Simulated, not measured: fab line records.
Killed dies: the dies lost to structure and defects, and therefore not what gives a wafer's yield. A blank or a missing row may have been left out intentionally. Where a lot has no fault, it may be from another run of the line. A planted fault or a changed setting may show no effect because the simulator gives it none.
fab line records	flow sky130
record lots=7	wafers=21	lastDay=50
route steps=708 shown VIA1@471 METAL2@483 PAD_OPEN@708
lots untouched by any fault: they come from a run of this same line in which no faults occurred
startH: hours from the record's first day to the start of the lot's first wafer shown	waitH: how many hours have passed since the lot's step before this one	" unchanged from the row above	L1.1+2: a single row standing in for several wafers	- no value, or no start given	* or withheld: withheld	< > ~ a bound
route shown NAME@n: a module of which the file shows steps, and the number in the route of the first	usual: average and standard deviation across the fault-free wafers	same: alike in all rows	chamber/n: place in a boat	sites: readings site by site	_std_site: their standard deviation	_edge_site: the outer-site mean with the inner-site mean subtracted	radiusMm: how far each site lies from the wafer's centre	mask NAME#n: copy n	behind: the tool/chamber that last shaped the wafer	hold: what put the lot on hold/how long, in hours/how the hold closed	device: whichever transistor did not switch (one of n, p or np)	end of line: at the end of the route, the tests of the same wafers	a step with no rows: only its recipe	killed: not the wafer's yield, but the dies lost to structure and defects at the first sort	map: dies across one wafer; x = killed, . = not, _ = none there
set.NAME: the run value of the setting; set.NAME@STEP: its run value at that earlier step	model.NAME: the simulator's own value behind a step, which no gauge read
lots at some steps of the route; a table a step, a row a wafer
services: when a tool's chamber went out of use (startH, in hours from the record's first day, below 0 if earlier), for how many hours, and the reason
## steps
# step SKY_VIA1_OVL_MEAS_13
# usual VIA1_OVL=-1/6.6
lot.wafer	tool	chamber	startH	waitH	VIA1_OVL[nm]
L452.2	overlay-01	-	864.20	0.1	-2
L452.4	"	-	"	"	-4
L452.5	"	-	"	"	-1
L455.2	overlay-01	-	879.18	0.1	1
L455.3	"	-	"	"	8
L455.4	"	-	"	"	12
L454.1	overlay-01	-	882.14	0.1	8
L454.2	"	-	"	"	6
L454.6	"	-	"	"	8
L458.3	overlay-01	-	891.10	0.1	-4
L458.4	"	-	"	"	4
L458.5	"	-	"	"	-3
L462.1	overlay-01	-	922.64	0.1	-4
L462.3	"	-	"	"	-7
L462.5	"	-	"	"	-1
L465.1	overlay-02	-	935.42	0.1	1
L465.3	"	-	"	"	1
L465.5	"	-	"	"	2
L468.1	overlay-01	-	959.64	0.1	3
L468.2	"	-	"	"	2
L468.6	"	-	"	"	-4
# step SKY_VIA1_ETCH_14
# recipe chemistry=N2/H2	target=BARC	ionEnergyEv=200	sourceW=500	biasW=100	pressureMtorr=30	n2FlowSccm=100	h2FlowSccm=200	stopOn=SiO2	timeS=45.9	targetDepthA=600
# usual drypumpMotorCurrentA=5.7/0.46	oesProductAu=0.853/0.0046	throttleValvePct=13.225/0.0098
lot.wafer	tool	chamber	startH	waitH	drypumpMotorCurrentA	oesProductAu	rfHoursCounterH	throttleValvePct
L452.2	rieDiel-04	2	864.23	0.0	5.6	0.855	11	13.226
L452.4	"	3	"	"	5.9	0.849	10	13.220
L452.5	"	3	"	"	5.9	0.840	-	13.215
L455.2	rieDiel-01	2	879.21	0.0	6.5	0.855	16	13.235
L455.3	"	0	"	"	6.5	0.861	19	13.213
L455.4	"	1	"	"	5.4	0.850	18	13.227
L454.1	rieDiel-04	0	882.18	0.0	5.7	0.856	13	13.221
L454.2	"	2	"	"	5.5	0.842	12	13.218
L454.6	"	0	"	"	5.7	0.849	-	13.221
L458.3	rieDiel-04	1	891.13	0.0	5.6	0.855	20	13.217
L458.4	"	0	"	"	5.7	0.856	13	13.229
L458.5	"	0	"	"	5.7	0.855	-	13.236
L462.1	rieDiel-04	2	922.68	0.0	5.6	0.851	13	13.239
L462.3	"	3	"	"	5.9	0.846	11	13.222
L462.5	"	3	"	"	5.9	0.858	-	13.229
L465.1	rieDiel-04	1	935.46	0.0	5.6	0.861	0	13.228
L465.3	"	3	"	"	5.9	0.848	12	13.230
L465.5	"	3	"	"	5.9	0.855	-	13.232
L468.1	rieDiel-01	2	959.68	0.0	6.5	0.850	19	13.238
L468.2	"	1	"	"	5.4	0.850	20	13.216
L468.6	"	1	"	"	5.4	0.850	-	13.227
# step SKY_VIA1_ETCH_15
# recipe target=SiO2	chemistry=C4F8/O2/Ar	targetDepthNm=351	stopOn=TiN	maskMaterial=KrF-thick	sourceW=1500	biasW=1200	pressureMtorr=40	c4f8FlowSccm=withheld	O2_flow_sccm=6	Ar_flow_sccm=300	timeS=54
# usual oesProductAu=0.981/0.0074
lot.wafer	tool	chamber	startH	waitH	oesProductAu	rfHoursCounterH
L452.2	rieDiel-04	2	864.27	0.0	0.971	11
L452.4	"	3	"	"	0.979	10
L452.5	"	3	"	"	0.986	-
L455.2	rieDiel-01	2	879.25	0.0	0.983	16
L455.3	"	0	"	"	0.977	19
L455.4	"	1	"	"	0.975	18
L454.1	rieDiel-04	0	882.22	0.0	0.991	13
L454.2	"	2	"	"	0.982	12
L454.6	"	0	"	"	0.992	-
L458.3	rieDiel-04	1	891.17	0.0	0.972	20
L458.4	"	0	"	"	0.988	13
L458.5	"	0	"	"	0.978	-
L462.1	rieDiel-04	2	922.72	0.0	0.982	13
L462.3	"	3	"	"	0.984	12
L462.5	"	3	"	"	0.990	-
L465.1	rieDiel-04	1	935.50	0.0	0.979	1
L465.3	"	3	"	"	0.981	12
L465.5	"	3	"	"	0.990	-
L468.1	rieDiel-01	2	959.72	0.0	0.982	19
L468.2	"	1	"	"	0.966	20
L468.6	"	1	"	"	0.977	-
# step SKY_VIA1_STRIP_16
# recipe chemistry=O2/N2	powerW=1400	pressureMtorr=1500	platenTempC=withheld	o2FlowSccm=3000	n2FlowSccm=300	overashFraction=0.5
# usual drypumpMotorCurrentA=5.8/0.47	o2FlowSccm=3003/8.9	oesProductAu=0.416/0.0045	stripTimeToEndpointS=4.45/0.031
lot.wafer	tool	chamber	startH	waitH	drypumpMotorCurrentA	o2FlowSccm	oesProductAu	rfHoursCounterH	stripTimeToEndpointS
L452.2	plasmaAsher-03	1	864.31	0.0	5.6	2990	0.413	39	4.48
L452.4	"	0	"	"	6.0	3006	0.414	-	4.45
L452.5	"	1	"	"	5.6	2992	0.411	-	4.46
L455.2	plasmaAsher-02	0	879.30	0.0	5.4	3019	0.421	14	4.43
L455.3	"	0	"	"	5.3	3011	0.419	-	4.48
L455.4	"	1	"	"	5.5	2999	0.417	-	4.47
L454.1	plasmaAsher-02	1	882.26	0.0	5.5	3008	0.411	15	4.38
L454.2	"	0	"	"	5.4	3007	0.416	15	4.44
L454.6	"	1	"	"	5.5	3019	0.413	-	4.40
L458.3	plasmaAsher-04	0	891.25	0.1	6.6	2996	0.405	-	4.48
L458.4	"	1	"	"	5.4	3009	0.410	-	4.40
L458.5	"	1	"	"	5.4	2994	0.416	-	4.41
L462.1	plasmaAsher-04	1	922.76	0.0	5.4	3002	0.419	76	4.48
L462.3	"	0	"	"	6.6	2996	0.416	-	4.43
L462.5	"	1	"	"	5.4	2994	0.413	-	4.45
L465.1	plasmaAsher-03	0	935.55	0.0	6.0	2998	0.423	45	4.43
L465.3	"	1	"	"	5.6	2991	0.420	-	4.44
L465.5	"	1	"	"	5.6	2994	0.415	-	4.44
L468.1	plasmaAsher-04	1	959.77	0.0	5.4	3013	0.416	80	4.41
L468.2	"	0	"	"	6.6	2999	0.422	80	4.46
L468.6	"	1	"	"	5.4	3014	0.410	-	4.49
# step SKY_VIA1_STRIP_17
# recipe chemistry=postEtchResidueRemover	timeS=1200	tempC=72.5
# step SKY_VIA1_CLEAN_18
# recipe chemistry=IPA	timeS=180	tempC=25
# step SKY_VIA1_CLEAN_19
# recipe chemistry=O3/DIW	dry=n2Spin
# step SKY_VIA1_SPUTTER_20
# recipe material=TiN	targetThkNm=20	chamberPressurePa=5	powerW=4000	timeS=80
# step SKY_VIA1_CVD_21
# recipe material=W	targetThkNm=270	timeS=80.902	tempC=400	pressureTorr=40
# usual heaterPowerW=931/42
lot.wafer	tool	chamber	startH	waitH	heaterPowerW
L452.2	cvdW-02	1	865.00	0.0	934
L452.4	"	1	"	"	944
L452.5	"	0	"	"	960
L455.2	cvdW-02	0	879.98	0.0	989
L455.3	"	1	"	"	976
L455.4	"	0	"	"	971
L454.1	cvdW-02	0	882.96	0.0	977
L454.2	"	1	"	"	967
L454.6	"	0	"	"	961
L458.3	cvdW-01	1	891.91	0.1	909
L458.4	"	0	"	"	932
L458.5	"	1	"	"	928
L462.1	cvdW-02	1	923.42	0.0	944
L462.3	"	1	"	"	953
L462.5	"	1	"	"	951
L465.1	cvdW-02	1	936.25	0.0	965
L465.3	"	0	"	"	953
L465.5	"	1	"	"	952
L468.1	cvdW-01	1	960.42	0.0	827
L468.2	"	0	"	"	860
L468.6	"	0	"	"	884
# step SKY_VIA1_RS_MEAS_22
# recipe thkMeasGauge=four-point-probe	reads=W_of_VIA1_CVD_21+TiN_of_VIA1_SPUTTER_20
# usual VIA1_W_RS=0.426/0.0043
lot.wafer	tool	chamber	startH	waitH	VIA1_W_RS[ohm/sq]
L452.2	filmMetro-04	-	865.12	0.1	0.428
L452.4	"	-	"	"	0.430
L452.5	"	-	"	"	0.429
L455.2	filmMetro-02	-	880.10	0.1	0.428
L455.3	"	-	"	"	0.429
L455.4	"	-	"	"	0.425
L454.1	filmMetro-02	-	883.05	0.1	0.425
L454.2	"	-	"	"	0.417
L454.6	"	-	"	"	0.421
L458.3	filmMetro-01	-	892.01	0.1	0.427
L458.4	"	-	"	"	0.430
L458.5	"	-	"	"	0.426
L462.1	filmMetro-02	-	923.51	0.1	0.422
L462.3	"	-	"	"	0.424
L462.5	"	-	"	"	0.420
L465.1	filmMetro-02	-	936.34	0.1	0.419
L465.3	"	-	"	"	0.420
L465.5	"	-	"	"	0.418
L468.1	filmMetro-02	-	960.51	0.1	0.422
L468.2	"	-	"	"	0.426
L468.6	"	-	"	"	0.427
# step SKY_VIA1_THK_MEAS_23
# recipe thkMeasGauge=xrf	reads=W_of_VIA1_CVD_21
# usual VIA1_W_THK=273.8/3
lot.wafer	tool	chamber	startH	waitH	VIA1_W_THK[nm]
L452.2	filmMetro-04	-	865.23	0.1	276.6
L452.4	"	-	"	"	274.1
L452.5	"	-	"	"	276.5
L455.2	filmMetro-02	-	880.21	0.1	270.3
L455.3	"	-	"	"	271.3
L455.4	"	-	"	"	273.8
L454.1	filmMetro-02	-	883.17	0.1	273.9
L454.2	"	-	"	"	279.8
L454.6	"	-	"	"	277.6
L458.3	filmMetro-01	-	892.11	0.1	273.1
L458.4	"	-	"	"	273.0
L458.5	"	-	"	"	274.6
L462.1	filmMetro-02	-	923.63	0.1	274.8
L462.3	"	-	"	"	274.2
L462.5	"	-	"	"	276.5
L465.1	filmMetro-02	-	936.46	0.1	277.5
L465.3	"	-	"	"	277.1
L465.5	"	-	"	"	277.7
L468.1	filmMetro-02	-	960.63	0.1	273.7
L468.2	"	-	"	"	272.0
L468.6	"	-	"	"	270.2
# step SKY_VIA1_CMP_24
# recipe stopOn=SiO2	tOverpolishS=15	downForcePsi=3.5	platenRpm=60	targetThkNm=0	padVelocityMS=0.94248
# usual motorCurrentA=10.8/1.2	overpolishRunS=15.000/0.0086	retainingRingPressureFrac=1.000/0.0052	slurryFlowMlMin=150.0/0.44	timeToEndpointS=64/5.5
lot.wafer	tool	chamber	startH	waitH	motorCurrentA	overpolishRunS	retainingRingPressureFrac	slurryFlowMlMin	timeToEndpointS
L452.2	cmp-01	0	865.38	0.1	9.8	14.992	1.004	149.8	58
L452.4	"	1	"	"	11.1	15.009	1.005	150.1	62
L452.5	"	3	"	"	13.2	15.009	1.004	150.0	55
L455.4	cmp-02	3	880.26	0.0	10.2	15.007	0.991	150.6	69
L455.3	"	1	"	"	8.9	15.003	1.000	149.3	66
L455.2	"	2	"	"	11.8	14.990	1.003	149.2	68
L454.2	cmp-02	0	883.33	0.1	10.1	14.999	0.988	149.9	78
L454.1	"	1	"	"	9.3	14.981	1.004	149.5	65
L454.6	"	2	"	"	11.8	14.977	1.005	150.3	68
L458.4	cmp-01	0	892.15	0.0	9.8	15.004	1.004	149.5	54
L458.3	"	3	"	"	12.3	15.003	0.999	150.2	59
L458.5	"	0	"	"	9.6	15.002	1.002	149.8	54
L462.3	cmp-01	0	923.74	0.1	10.4	15.017	0.994	149.9	57
L462.1	"	2	"	"	11.0	14.998	1.001	149.4	61
L462.5	"	3	"	"	12.3	14.992	1.009	149.5	62
L465.1	cmp-01	1	936.56	0.1	10.8	15.002	0.998	149.5	66
L465.3	"	2	"	"	11.7	15.002	1.000	150.3	61
L465.5	"	2	"	"	11.9	14.993	1.003	150.1	61
L468.1	cmp-02	1	960.69	0.1	8.8	15.003	0.993	150.0	66
L468.2	"	0	"	"	10.3	15.000	0.995	149.0	75
L468.6	"	1	"	"	8.4	15.010	0.993	150.0	64
# step SKY_METAL2_SPUTTER_00
# recipe material=Ti	targetThkNm=15	powerW=3000	timeS=10	chamberPressurePa=0.4
# usual cathodeDcPowerW=3000.0/0.55	chamberPressurePa=0.4001/0.00078	throttleValvePct=29.9/1
lot.wafer	tool	chamber	startH	waitH	cathodeDcPowerW	chamberPressurePa	throttleValvePct
L452.2	pvdSputter-04	-	865.58	0.1	-	-	-
L452.4	"	-	"	"	-	-	-
L452.5	"	-	"	"	-	-	-
L455.2	pvdSputter-04	-	880.56	0.1	-	-	-
L455.3	"	-	"	"	-	-	-
L455.4	"	-	"	"	-	-	-
L454.1	pvdSputter-01	-	883.53	0.1	-	-	-
L454.2	"	-	"	"	-	-	-
L454.6	"	-	"	"	-	-	-
L458.3	pvdSputter-04	-	892.45	0.1	2999.7	0.4002	30.5
L458.4	"	-	"	"	3000.6	0.4006	30.7
L458.5	"	-	"	"	2999.6	0.3989	28.9
L462.1	pvdSputter-02	-	923.99	0.1	3001.3	0.4006	29.2
L462.3	"	-	"	"	2999.7	0.3993	28.8
L462.5	"	-	"	"	2999.6	0.4007	32.4
L465.1	pvdSputter-01	-	936.86	0.2	3000.0	0.3999	30.4
L465.3	"	-	"	"	2998.9	0.4005	28.9
L465.5	"	-	"	"	3000.7	0.4003	28.0
L468.1	pvdSputter-04	-	960.99	0.2	2999.6	0.3998	30.0
L468.2	"	-	"	"	3001.1	0.4002	30.7
L468.6	"	-	"	"	3000.1	0.4002	30.9
# step SKY_METAL2_SPUTTER_01
# recipe material=TiN	targetThkNm=20	powerW=6500	timeS=16.7	chamberPressurePa=0.4
# step SKY_PAD_OPEN_PROBE_99
# usual defectLimitedYield=82.5/2	killed_at_M0_to_M3=44/7.7	killed_at_M4_up=3.0/1.9	killedAtContacts=25/5.6	killedAtFrontEnd=15/4.6	killedAtOther=0.3/0.47	killedDies=86/9.9	killedOpen=47/7.4	killedShort=39/5.9	sort_bin_3_pad_short=0.8/0.37	sort_bin_5_function=10.4/1.5	sort_bin_6_memory=6.3/1	sortNPass=406/9.9	sortYieldPct=82.5/2
# same grossDies=492	killedAtBackSide=0	sort_bin_4_leakage[%]=0	sort_bin_8_speed[%]=0
lot.wafer	tool	chamber	startH	waitH	defectLimitedYield[%]	killed_at_M0_to_M3	killed_at_M4_up	killedAtContacts	killedAtFrontEnd	killedAtOther	killedDies	killedOpen	killedShort	sort_bin_3_pad_short[%]	sort_bin_5_function[%]	sort_bin_6_memory[%]	sortNPass	sortYieldPct[%]	model.etest.via1Chain.rcOhm
L452.2	prober-01	-	1135.31	0.1	84.3	38	5	24	10	0	77	42	35	0.4	10.4	4.9	415	84.3	18.6
L452.4	prober-01	-	1135.41	0.2	82.5	42	1	39	4	0	86	52	34	0.8	10.8	5.9	406	82.5	17.77
L452.5	prober-01	-	1135.46	0.2	82.3	50	1	27	9	0	87	54	33	1.0	11.2	5.5	405	82.3	18.6
L455.2	prober-02	-	1144.01	0.1	84.3	42	2	19	13	1	77	45	32	1.4	8.5	5.7	415	84.3	18.1
L455.3	prober-02	-	1144.06	0.2	81.9	52	2	15	20	0	89	59	30	1.2	11.8	5.1	403	81.9	18.11
L455.4	prober-02	-	1144.11	0.2	85.2	40	3	14	15	1	73	41	32	0.4	8.3	6.1	419	85.2	18.57
L454.1	prober-01	-	1144.78	0.1	84.1	38	4	18	18	0	78	42	36	1.6	8.3	5.9	414	84.1	17.25
L454.2	prober-01	-	1144.83	0.1	82.9	42	3	19	19	1	84	39	45	1.0	8.7	7.3	408	82.9	18.61
L454.6	prober-01	-	1145.03	0.2	78.7	57	2	29	17	0	105	61	44	0.8	12.8	7.7	387	78.7	17.61
L458.3	prober-01	-	1153.66	0.2	82.7	44	3	26	12	0	85	48	37	0.6	8.9	7.7	407	82.7	16.52
L458.4	prober-01	-	1153.71	0.2	80.9	43	3	25	23	0	94	48	46	1.0	11.2	6.9	398	80.9	15.82
L458.5	prober-01	-	1153.76	0.2	83.3	37	2	26	17	0	82	43	39	1.2	9.8	5.7	410	83.3	15.73
L462.1	prober-02	-	1176.43	0.1	84.8	41	1	20	13	0	75	37	38	0.8	8.9	5.5	417	84.8	16.05
L462.3	prober-02	-	1176.53	0.2	83.3	44	2	19	17	0	82	42	40	0.6	9.3	6.7	410	83.3	16.48
L462.5	prober-02	-	1176.63	0.2	83.9	33	0	32	14	0	79	41	38	1.0	8.7	6.3	413	83.9	16.74
L465.1	prober-01	-	1183.01	0.1	81.5	39	6	29	16	1	91	48	43	1.4	9.8	7.3	401	81.5	17.22
L465.3	prober-01	-	1183.11	0.2	81.1	53	4	28	8	0	93	53	40	1.6	11.0	6.3	399	81.1	17.41
L465.5	prober-01	-	1183.21	0.2	84.3	45	4	23	5	0	77	40	37	0.2	9.6	5.9	415	84.3	18.2
L468.1	prober-02	-	1199.07	0.1	81.5	49	1	21	19	1	91	55	36	0.8	11.6	6.1	401	81.5	19.22
L468.2	prober-02	-	1199.12	0.1	86.0	40	4	15	10	0	69	31	38	1.2	7.7	5.1	423	86.0	17.68
L468.6	prober-02	-	1199.32	0.2	88.0	26	5	14	14	0	59	33	26	0.6	6.5	4.9	433	88.0	17.23
# killed by level:class
L452.2 LI_CONTACT:geometricParticle:open=8 CONTACT:geometricParticle:open=6 VIA1:geometricParticle:open=6 VIA2:geometricParticle:open=6 METAL1:geometricParticle:short=5 VIA3:geometricParticle:open=5 FIELD_ISO:geometricParticle:short=4 POLY_GATE:geometricParticle:open=4
L452.4 CONTACT:geometricParticle:open=18 LI_CONTACT:geometricParticle:open=9 VIA2:geometricParticle:open=7 METAL2:geometricParticle:short=6 CONTACT:geometricParticle:short=5 METAL1:geometricParticle:open=5 VIA3:geometricParticle:open=5 METAL1:geometricParticle:short=4
L452.5 CONTACT:geometricParticle:open=13 VIA3:geometricParticle:open=12 VIA1:geometricParticle:open=8 VIA2:geometricParticle:open=8 LI_CONTACT:geometricParticle:open=5 CONTACT:geometricParticle:short=5 VIA1:geometricParticle:short=5 METAL2:geometricParticle:short=4
L455.2 VIA1:geometricParticle:open=14 METAL2:geometricParticle:short=6 CONTACT:geometricParticle:open=5 VIA3:geometricParticle:open=5 FIELD_ISO:geometricParticle:short=4 LI_CONTACT:geometricParticle:open=4 LOCAL_INTERCONNECT:geometricParticle:short=4 METAL1:geometricParticle:short=4
L455.3 VIA1:geometricParticle:open=15 FIELD_ISO:geometricParticle:open=12 VIA2:geometricParticle:open=8 VIA3:geometricParticle:open=8 LI_CONTACT:geometricParticle:open=5 METAL1:geometricParticle:short=5 VIA1:geometricParticle:short=5 METAL2:geometricParticle:short=5
L455.4 VIA1:geometricParticle:open=14 CONTACT:geometricParticle:open=7 FIELD_ISO:geometricParticle:open=4 POLY_GATE:geometricParticle:open=4 VIA3:geometricParticle:open=4 METAL2:geometricParticle:short=4 POLY_GATE:geometricParticle:short=3 LI_CONTACT:geometricParticle:open=3
L454.1 VIA2:geometricParticle:open=10 FIELD_ISO:geometricParticle:open=7 VIA1:geometricParticle:open=7 LOCAL_INTERCONNECT:geometricParticle:short=6 METAL1:geometricParticle:short=6 POLY_GATE:geometricParticle:open=5 VIA3:geometricParticle:short=5 LI_CONTACT:geometricParticle:open=4
L454.2 VIA1:geometricParticle:open=10 METAL1:geometricParticle:short=8 POLY_GATE:geometricParticle:short=7 CONTACT:geometricParticle:open=7 METAL2:geometricParticle:short=6 FIELD_ISO:geometricParticle:short=5 LI_CONTACT:geometricParticle:open=5 LOCAL_INTERCONNECT:geometricParticle:short=5
L454.6 VIA1:geometricParticle:open=20 LI_CONTACT:geometricParticle:open=11 VIA2:geometricParticle:open=9 METAL1:geometricParticle:short=7 VIA3:geometricParticle:open=7 CONTACT:geometricParticle:open=6 LI_CONTACT:geometricParticle:short=6 FIELD_ISO:geometricParticle:short=5
L458.3 VIA3:geometricParticle:open=12 LI_CONTACT:geometricParticle:open=9 VIA1:geometricParticle:open=9 CONTACT:geometricParticle:open=6 VIA1:geometricParticle:short=6 LOCAL_INTERCONNECT:geometricParticle:short=5 CONTACT:geometricParticle:short=4 METAL1:geometricParticle:short=4
L458.4 VIA1:geometricParticle:open=10 CONTACT:geometricParticle:open=9 VIA3:geometricParticle:open=9 VIA1:geometricParticle:short=7 FIELD_ISO:geometricParticle:open=6 CONTACT:geometricParticle:short=6 POLY_GATE:geometricParticle:short=5 SPACER:geometricParticle:short=5
L458.5 VIA1:geometricParticle:open=10 CONTACT:geometricParticle:open=9 LI_CONTACT:geometricParticle:open=6 METAL2:geometricParticle:short=5 LI_CONTACT:geometricParticle:short=4 VIA1:geometricParticle:short=4 CONTACT:geometricParticle:short=4 METAL1:geometricParticle:short=4
L462.1 VIA1:geometricParticle:open=9 METAL1:geometricParticle:short=8 CONTACT:geometricParticle:open=7 FIELD_ISO:geometricParticle:short=6 POLY_GATE:geometricParticle:short=5 METAL1:geometricParticle:open=5 LI_CONTACT:geometricParticle:open=4 CONTACT:geometricParticle:short=4
L462.3 VIA2:geometricParticle:open=9 FIELD_ISO:geometricParticle:open=8 VIA1:geometricParticle:short=6 VIA1:geometricParticle:open=6 FIELD_ISO:geometricParticle:short=5 LI_CONTACT:geometricParticle:open=5 LOCAL_INTERCONNECT:geometricParticle:short=5 VIA3:geometricParticle:open=5
L462.5 CONTACT:geometricParticle:open=12 VIA2:geometricParticle:open=9 LI_CONTACT:geometricParticle:open=8 VIA1:geometricParticle:open=6 FIELD_ISO:geometricParticle:short=5 LOCAL_INTERCONNECT:geometricParticle:short=5 VIA3:geometricParticle:open=4 CONTACT:geometricParticle:short=4
L465.1 CONTACT:geometricParticle:short=8 CONTACT:geometricParticle:open=7 LI_CONTACT:geometricParticle:open=6 METAL1:geometricParticle:short=6 VIA1:geometricParticle:open=6 FIELD_ISO:geometricParticle:short=5 VIA2:geometricParticle:open=5 VIA3:geometricParticle:open=5
L465.3 VIA1:geometricParticle:open=13 CONTACT:geometricParticle:open=11 LI_CONTACT:geometricParticle:open=10 VIA2:geometricParticle:open=9 METAL2:geometricParticle:short=8 METAL1:geometricParticle:short=6 FIELD_ISO:geometricParticle:short=4 VIA1:geometricParticle:short=4
L465.5 CONTACT:geometricParticle:open=9 VIA1:geometricParticle:open=8 VIA2:geometricParticle:open=8 METAL2:geometricParticle:short=7 LI_CONTACT:geometricParticle:open=6 VIA3:geometricParticle:open=4 CONTACT:geometricParticle:short=4 VIA1:geometricParticle:short=4
L468.1 VIA1:geometricParticle:open=12 METAL2:geometricParticle:short=8 CONTACT:geometricParticle:open=7 METAL3:geometricParticle:short=5 VIA1:geometricParticle:short=5 VIA2:geometricParticle:open=5 VIA3:geometricParticle:open=5 FIELD_ISO:geometricParticle:open=4
L468.2 VIA2:geometricParticle:open=7 POLY_GATE:geometricParticle:short=6 METAL1:geometricParticle:short=5 CONTACT:geometricParticle:open=5 VIA1:geometricParticle:open=5 METAL3:geometricParticle:short=5 VIA1:geometricParticle:short=4 METAL2:geometricParticle:short=4
L468.6 VIA1:geometricParticle:open=8 LI_CONTACT:geometricParticle:open=6 VIA1:geometricParticle:short=6 CONTACT:geometricParticle:short=4 POLY_GATE:geometricParticle:short=3 SPACER:geometricParticle:open=3 VIA3:geometricParticle:open=3 METAL4:geometricParticle:open=3
## services
tool	chamber	startH	hours	kind
plasmaAsher-03	-	857.92	4.0	repair
pvdSputter-01	-	868.54	2.8	repair
rieDiel-04	2	874.25	1.2	repair
plasmaAsher-03	-	874.41	15.6	pm
cmp-01	-	878.28	0.7	repair
cmp-01	-	884.45	0.6	repair
cvdW-02	-	902.68	2.8	pm
rieDiel-04	1	902.94	-	clean
rieDiel-04	1	902.94	15.4	scheduledDown
rieDiel-04	1	902.94	15.4	ventCycle
cvdW-01	-	904.00	14.0	pm
cvdW-01	0	904.00	14.0	ventCycle
cvdW-01	1	904.00	14.0	ventCycle
plasmaAsher-02	-	907.00	2.8	pm
cmp-01	-	912.10	4.0	pm
cmp-01	-	916.10	-	consumableReplace:conditioner
cmp-01	-	916.10	-	consumableReplace:pad
cvdW-01	-	918.00	6.9	pm
pvdSputter-04	-	925.24	1.1	repair
plasmaAsher-02	-	932.49	1.5	repair
plasmaAsher-02	-	937.08	7.5	repair
plasmaAsher-04	-	937.61	0.4	repair
plasmaAsher-04	-	948.53	1.4	repair
cmp-02	-	956.98	1.0	repair
## key
firstSign step=SKY_METAL2_SPUTTER_00	reading=toolRecord	direction=missing
effect none on later readings
modelEffect step=SKY_PAD_OPEN_PROBE_99	value=etest.via1Chain.rcOhm	without=16.42	struck=18.14
metAt SKY_METAL2_SPUTTER_00
struckWafers L452.2,L452.4,L452.5,L454.1,L454.2,L454.6,L455.2,L455.3,L455.4
fault kind=skippedStepWhole	tool=pvdSputter-01,pvdSputter-04	chamber=-	onsetH=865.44	steps=SKY_METAL2_SPUTTER_00	scope=struckLotsOnly
